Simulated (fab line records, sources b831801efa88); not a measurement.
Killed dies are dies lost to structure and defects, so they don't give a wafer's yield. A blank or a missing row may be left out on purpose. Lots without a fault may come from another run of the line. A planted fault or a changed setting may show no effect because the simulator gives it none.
fab line records | flow gf180mcu
record lots=14 wafers=42 last_day=34
route steps=602 shown M4@470 V4@487
lots that met no fault: from a run of the same line without faults
start_h: hours from the record's first day to the start of the lot's first wafer shown | wait_h: hours since the lot's step before | " the same as in the row above | L1.1+2: a row that stands for several wafers | - no value, or no start given | * or withheld: withheld | < > ~ a bound
route shown NAME@n: a module of which the file shows steps, and the number in the route of the first | usual: mean/standard deviation of fault-free wafers | same: alike in all rows | chamber/n: place in a boat | sites: the reading at each site | _std_site: their standard deviation | _edge_site: outer sites' mean less inner sites' | radius_mm: how far each site lies from the wafer's centre | mask NAME#n: copy n | behind: the tool/chamber that last shaped the wafer | hold: why the lot was held/for how many hours/how that ended | device: the transistor (n, p or np) that didn't switch | end of line: the same wafers' tests at the end of the route | a step without rows: its recipe alone | killed: dies lost to structure and defects at the first sort, not the wafer's yield | map: a wafer's dies, x killed, . not, _ none there
set.NAME: the setting as run; set.NAME@STEP: as run at that earlier step | model.NAME: the simulator's own value behind a step, which no gauge read
steps of the route over a sample of lots; a table a step, a row a wafer
services: from which hour (start_h, from the record's first day; less than 0 if before it) a tool's chamber was out of use, for how many hours, and why
## steps
# step GF_M4_CD_MEAS_14
# recipe target_cd_nm=280
# usual cd_nm=279.5/1.4
# columns lot.wafer tool chamber start_h wait_h cd_nm
L375.1 cd_sem-01 - 545.50 0.1 280.2
L375.4 " - " " 279.7
L375.6 " - " " 280.1
L378.2 cd_sem-01 - 570.28 0.1 279.5
L378.4 " - " " 281.5
L378.5 " - " " 279.7
L379.3 cd_sem-01 - 577.54 0.1 280.8
L379.4 " - " " 280.2
L379.5 " - " " 280.2
L385.2 cd_sem-01 - 629.63 0.1 280.6
L385.3 " - " " 279.7
L385.4 " - " " 279.4
L388.1 cd_sem-02 - 651.96 0.1 277.9
L388.3 " - " " 279.3
L388.4 " - " " 280.4
L389.1 cd_sem-01 - 659.16 0.1 277.7
L389.2 " - " " 279.9
L389.4 " - " " 279.0
L391.3 cd_sem-02 - 666.60 0.1 278.9
L391.5 " - " " 278.9
L391.6 " - " " 278.8
L390.4 cd_sem-01 - 671.62 0.1 281.7
L390.5 " - " " 281.8
L390.6 " - " " 281.2
L392.1 cd_sem-01 - 675.34 0.1 278.5
L392.2 " - " " 279.5
L392.3 " - " " 277.7
L393.1 cd_sem-01 - 683.56 0.1 278.9
L393.2 " - " " 280.4
L393.4 " - " " 279.2
L394.1 cd_sem-01 - 693.48 0.2 281.1
L394.4 " - " " 280.1
L394.5 " - " " 279.8
L395.1 cd_sem-01 - 698.16 0.1 278.4
L395.2 " - " " 279.3
L395.6 " - " " 279.0
L396.2 cd_sem-01 - 704.88 0.1 277.8
L396.3 " - " " 278.8
L396.4 " - " " 277.3
L397.1 cd_sem-02 - 713.59 0.1 282.3
L397.3 " - " " 280.3
L397.4 " - " " 280.3
# step GF_M4_METAL_ETCH_16
# recipe chemistry=Cl2/BCl3 mask_material=KrF target_depth_nm=627.5 stop_on=SiO2 pressure_mtorr=8 icp_w=800 bias_w=140 Cl2_flow_sccm=80 bcl3_flow_sccm=40 time_s=104.6
# usual bias_w=140.1/0.41 drypump_motor_current_A=5.4/0.37 mfc_cl2_sccm=80.01/0.23 oes_product_au=0.972/0.0064 throttle_valve_pct=28.251/0.01
# columns lot.wafer tool chamber start_h wait_h bias_w drypump_motor_current_A mfc_cl2_sccm oes_product_au rf_hours_counter_h throttle_valve_pct
L375.1 rie_metal-03 1 545.65 0.0 140.1 5.4 79.94 0.961 0 28.248
L375.4 " 1 " " 140.5 5.4 79.85 0.973 - 28.255
L375.6 " 1 " " 140.6 5.4 80.01 0.961 - 28.266
L378.2 rie_metal-02 0 570.41 0.0 140.4 5.7 80.29 0.972 7 28.252
L378.4 " 1 " " 140.2 5.0 80.66 0.982 - 28.250
L378.5 " 1 " " 141.0 5.0 80.33 0.977 - 28.238
L379.3 rie_metal-03 0 577.69 0.1 140.1 5.2 80.14 0.982 - 28.247
L379.4 " 1 " " 140.7 5.5 80.35 0.974 - 28.251
L379.5 " 1 " " 140.0 5.4 80.07 0.977 - 28.259
L385.2 rie_metal-03 0 629.76 0.0 139.9 5.1 79.98 0.984 4 28.253
L385.3 " 1 " " 139.5 5.4 79.77 0.979 - 28.254
L385.4 " 0 " " 139.7 5.1 79.62 0.977 - 28.252
L388.1 rie_metal-03 1 652.11 0.0 139.8 5.4 79.73 0.973 3 28.260
L388.3 " 0 " " 139.4 5.2 80.08 0.973 - 28.239
L388.4 " 1 " " 140.3 5.4 79.68 0.979 - 28.255
L389.1 rie_metal-03 0 659.31 0.0 140.0 5.2 80.08 0.977 5 28.250
L389.2 " 1 " " 140.2 5.4 79.77 0.959 4 28.262
L389.4 " 0 " " 139.4 5.1 80.11 0.960 - 28.246
L391.3 rie_metal-04 1 666.75 0.1 139.8 4.9 80.24 0.981 - 28.261
L391.5 " 1 " " 140.2 4.9 80.12 0.976 - 28.238
L391.6 " 0 " " 140.5 6.2 80.01 0.985 - 28.261
L390.4 rie_metal-03 1 671.75 0.0 139.7 5.4 79.88 0.970 - 28.248
L390.5 " 1 " " 139.8 5.4 79.72 0.968 - 28.251
L390.6 " 0 " " 140.3 5.1 80.06 0.973 - 28.255
L392.1 rie_metal-02 1 675.49 0.0 140.0 5.0 79.73 0.968 6 28.252
L392.2 " 0 " " 139.9 5.7 79.63 0.970 11 28.275
L392.3 " 0 " " 139.7 5.7 79.99 0.979 - 28.251
L393.1 rie_metal-03 1 683.71 0.0 140.3 5.5 79.68 0.978 4 28.257
L393.2 " 0 " " 140.0 5.1 80.44 0.974 6 28.237
L393.4 " 0 " " 139.5 5.2 80.12 0.973 - 28.247
L394.1 rie_metal-04 0 693.63 0.0 140.5 6.2 80.68 0.973 8 28.256
L394.4 " 1 " " 140.4 5.0 79.97 0.975 - 28.238
L394.5 " 1 " " 140.0 5.0 79.67 0.972 - 28.255
L395.1 rie_metal-03 0 698.31 0.0 139.7 5.1 80.35 0.976 7 28.251
L395.2 " 1 " " 140.0 5.4 79.66 0.963 5 28.264
L395.6 " 1 " " 140.1 5.4 79.72 0.963 - 28.246
L396.2 rie_metal-04 0 705.05 0.1 139.7 6.2 79.82 0.980 - 28.225
L396.3 " 0 " " 140.2 6.2 79.85 0.975 - 28.244
L396.4 " 0 " " 140.5 6.2 79.79 0.984 - 28.246
L397.1 rie_metal-04 0 713.74 0.0 139.9 6.2 79.67 0.975 9 28.247
L397.3 " 0 " " 139.4 6.2 79.88 0.968 - 28.255
L397.4 " 0 " " 139.6 6.2 80.00 0.963 - 28.254
# step GF_M4_STRIP_17
# recipe chemistry=O2/N2 power_w=1400 pressure_mtorr=1500 platen_temp_c=250 o2_flow_sccm=3000 n2_flow_sccm=300 overash_fraction=0.5
# usual drypump_motor_current_A=5.6/0.31 heater_power_w=332/33 o2_flow_sccm=3000/8.8 oes_product_au=0.559/0.0049 strip_time_to_endpoint_s=7.91/0.041
# columns lot.wafer tool chamber start_h wait_h drypump_motor_current_A heater_power_w o2_flow_sccm oes_product_au rf_hours_counter_h strip_time_to_endpoint_s
L375.1 plasma_asher-01 1 545.76 0.1 5.3 372 2990 0.567 73 8.00
L375.4 " 0 " " 6.0 298 3013 0.572 - 7.97
L375.6 " 1 " " 5.3 367 3009 0.568 - 7.95
L378.2 plasma_asher-03 0 570.53 0.1 5.4 333 2991 0.554 15 7.95
L378.4 " 1 " " 5.3 329 3004 0.554 - 7.91
L378.5 " 0 " " 5.3 340 2996 0.561 - 7.91
L379.3 plasma_asher-04 0 577.80 0.1 5.9 301 2992 0.555 - 7.84
L379.4 " 1 " " 5.9 352 2996 0.552 - 7.95
L379.5 " 0 " " 5.9 296 3000 0.557 - 7.88
L385.2 plasma_asher-03 1 629.87 0.1 5.4 329 2994 0.552 21 7.90
L385.3 " 1 " " 5.3 323 2995 0.560 - 7.91
L385.4 " 0 " " 5.3 340 3001 0.569 - 7.90
L388.1 plasma_asher-01 1 652.22 0.1 5.3 377 3002 0.560 84 7.96
L388.3 " 1 " " 5.3 378 2994 0.561 - 7.89
L388.4 " 0 " " 6.0 287 2999 0.558 - 7.93
L389.1 plasma_asher-01 1 659.42 0.1 5.3 366 2996 0.560 85 7.93
L389.2 " 0 " " 6.0 295 3006 0.551 85 8.00
L389.4 " 0 " " 6.0 290 3000 0.561 - 7.95
L391.3 plasma_asher-04 1 666.86 0.1 5.9 370 3017 0.556 - 7.90
L391.5 " 0 " " 5.9 302 2995 0.559 - 7.87
L391.6 " 1 " " 5.8 364 2993 0.563 - 7.83
L390.4 plasma_asher-01 0 671.86 0.1 6.0 295 2986 0.561 - 7.97
L390.5 " 1 " " 5.3 380 2996 0.560 - 7.95
L390.6 " 0 " " 6.0 293 3007 0.563 - 7.92
L392.1 plasma_asher-01 0 675.60 0.1 6.1 285 3008 0.559 87 7.90
L392.2 " 1 " " 5.3 378 3005 0.558 87 7.94
L392.3 " 1 " " 5.4 382 2998 0.561 - 7.95
L393.1 plasma_asher-01 0 683.82 0.1 6.0 293 2995 0.555 87 7.90
L393.2 " 1 " " 5.3 376 3014 0.556 87 7.84
L393.4 " 0 " " 6.0 297 2987 0.562 - 7.90
L394.1 plasma_asher-03 0 693.75 0.1 5.4 332 2993 0.559 29 7.88
L394.4 " 1 " " 5.4 330 3019 0.553 - 7.90
L394.5 " 1 " " 5.4 316 2996 0.555 - 7.88
L395.1 plasma_asher-03 0 698.42 0.1 5.3 343 2995 0.556 29 7.88
L395.2 " 1 " " 5.3 318 2992 0.559 29 7.92
L395.6 " 1 " " 5.3 323 2995 0.555 - 7.94
L396.2 plasma_asher-04 1 705.24 0.1 5.9 369 3003 0.559 60 7.88
L396.3 " 1 " " 5.9 361 2983 0.562 - 7.90
L396.4 " 0 " " 5.9 294 3001 0.560 - 7.87
L397.1 plasma_asher-01 1 713.97 0.2 5.3 371 3001 0.557 90 7.88
L397.3 " 1 " " 5.3 374 3007 0.564 - 7.89
L397.4 " 0 " " 6.0 305 2999 0.554 - 7.85
# step GF_V4_EXPOSE_11
# recipe mask_id=Via4 target_cd_nm=260 na=0.68 source_shape=conventional sigma_outer=0.6 dose_mj=38
# usual exposure_dose_mJ_cm2=37.88/0.039 focus_offset_nm=0.1/0.5 sigma_outer=0.6/0 stage_vel_mm_s=500.02/0.22
# columns lot.wafer tool chamber start_h wait_h mask exposure_dose_mJ_cm2 focus_offset_nm sigma_outer stage_vel_mm_s
L375.1 krf_scanner-02 0 558.65 - Via4#0 37.87 0.1 0.6 499.99
L375.4 " 0 " " Via4#0 37.85 0.3 0.6 499.98
L375.6 " 0 " " Via4#0 37.90 1.2 0.6 500.15
L378.2 krf_scanner-01 0 580.44 - Via4#0 37.91 0.6 0.6 500.13
L378.4 " 0 " " Via4#0 37.84 1.3 0.6 500.07
L378.5 " 0 " " Via4#0 37.87 0.1 0.6 500.40
L379.3 krf_scanner-02 0 588.56 - Via4#0 37.86 -0.1 0.6 500.09
L379.4 " 0 " " Via4#0 37.84 0.2 0.6 499.91
L379.5 " 0 " " Via4#0 37.85 -0.9 0.6 499.86
L385.2 krf_scanner-01 0 641.99 - Via4#0 37.92 0.1 0.6 499.95
L385.3 " 0 " " Via4#0 37.92 0.1 0.6 499.90
L385.4 " 0 " " Via4#0 37.91 -0.1 0.6 500.17
L388.1 krf_scanner-02 - 663.72 - Via4#0 - - - -
L388.3 " - " " Via4#0 - - - -
L388.4 " - " " Via4#0 - - - -
L389.1 krf_scanner-02 - 670.69 - Via4#0 - - - -
L389.2 " - " " Via4#0 - - - -
L389.4 " - " " Via4#0 - - - -
L391.3 krf_scanner-02 0 676.53 - Via4#0 37.83 -0.6 0.6 500.01
L391.5 " 0 " " Via4#0 37.83 -0.4 0.6 499.93
L391.6 " 0 " " Via4#0 37.90 -0.3 0.6 500.18
L390.4 krf_scanner-02 0 682.86 - Via4#0 37.92 -0.5 0.6 499.87
L390.5 " 0 " " Via4#0 37.88 -0.5 0.6 500.06
L390.6 " 0 " " Via4#0 37.90 -0.4 0.6 499.83
L392.1 krf_scanner-02 0 687.64 - Via4#0 37.80 -0.1 0.6 499.86
L392.2 " 0 " " Via4#0 37.87 0.3 0.6 500.17
L392.3 " 0 " " Via4#0 37.83 -0.5 0.6 499.87
L393.1 krf_scanner-02 0 694.24 - Via4#0 37.81 -0.7 0.6 500.21
L393.2 " 0 " " Via4#0 37.81 -0.2 0.6 500.02
L393.4 " 0 " " Via4#0 37.83 -0.1 0.6 500.26
L394.1 krf_scanner-02 0 704.75 - Via4#0 37.90 0.3 0.6 499.69
L394.4 " 0 " " Via4#0 37.87 0.6 0.6 500.19
L394.5 " 0 " " Via4#0 37.87 -0.1 0.6 500.13
L395.1 krf_scanner-02 0 709.74 - Via4#0 37.86 0.7 0.6 499.89
L395.2 " 0 " " Via4#0 37.88 0.2 0.6 499.75
L395.6 " 0 " " Via4#0 37.94 0.1 0.6 499.93
L396.2 krf_scanner-01 0 714.92 - Via4#0 37.88 -0.1 0.6 499.67
L396.3 " 0 " " Via4#0 37.92 0.9 0.6 500.52
L396.4 " 0 " " Via4#0 37.91 0.2 0.6 500.22
L397.1 krf_scanner-01 0 724.54 - Via4#0 37.84 0.6 0.6 500.07
L397.3 " 0 " " Via4#0 37.94 0.7 0.6 500.19
L397.4 " 0 " " Via4#0 37.91 0.2 0.6 500.30
## services
# columns tool chamber start_h hours kind
krf_scanner-02 - 537.55 2.0 repair
plasma_asher-04 - 541.78 1.5 repair
rie_metal-03 - 546.48 1.8 repair
krf_scanner-01 - 547.58 1.4 repair
krf_scanner-02 - 561.96 0.8 pm
krf_scanner-01 - 563.63 2.2 repair
krf_scanner-02 - 565.14 1.1 repair
krf_scanner-01 - 572.16 3.0 repair
krf_scanner-02 - 578.06 1.0 pm
krf_scanner-01 - 582.98 1.3 pm
krf_scanner-02 - 583.27 1.7 repair
krf_scanner-02 - 584.90 0.6 repair
krf_scanner-01 - 588.39 0.8 pm
krf_scanner-01 - 589.54 1.3 repair
krf_scanner-01 - 601.84 4.0 pm
krf_scanner-02 - 623.92 0.5 repair
rie_metal-04 0 639.29 20.8 repair
krf_scanner-01 - 642.15 1.0 pm
rie_metal-04 - 651.96 0.8 repair
krf_scanner-01 - 656.98 0.6 repair
krf_scanner-02 - 658.42 1.3 pm
plasma_asher-01 - 681.89 1.5 repair
plasma_asher-01 - 692.45 7.6 repair
krf_scanner-02 - 714.33 4.4 pm
## key
first_sign step=GF_V4_EXPOSE_11 reading=tool_record direction=missing
effect none on later readings
met_at GF_V4_EXPOSE_11
struck_lots L388,L389
later_rows_left_out L388.1,L388.3,L388.4,L389.1,L389.2,L389.4
sort_left_out L388.1,L388.3,L388.4,L389.1,L389.2,L389.4
not_acting_at GF_M4_CD_MEAS_14,GF_M4_METAL_ETCH_16,GF_M4_STRIP_17
onset_between 588.56 663.72
fault kind=skipped_step_whole tool=krf_scanner-02 chamber=- onset_h=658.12 steps=GF_V4_EXPOSE_11 scope=struck_lots_only
# sort_left_out: the simulated sort isn't trusted on such a fault, so these wafers' sort isn't shown, and their yield isn't known
# later_rows_left_out: the simulator's readings of these wafers behind a module that went badly wrong aren't trusted and aren't shown, but for the sort
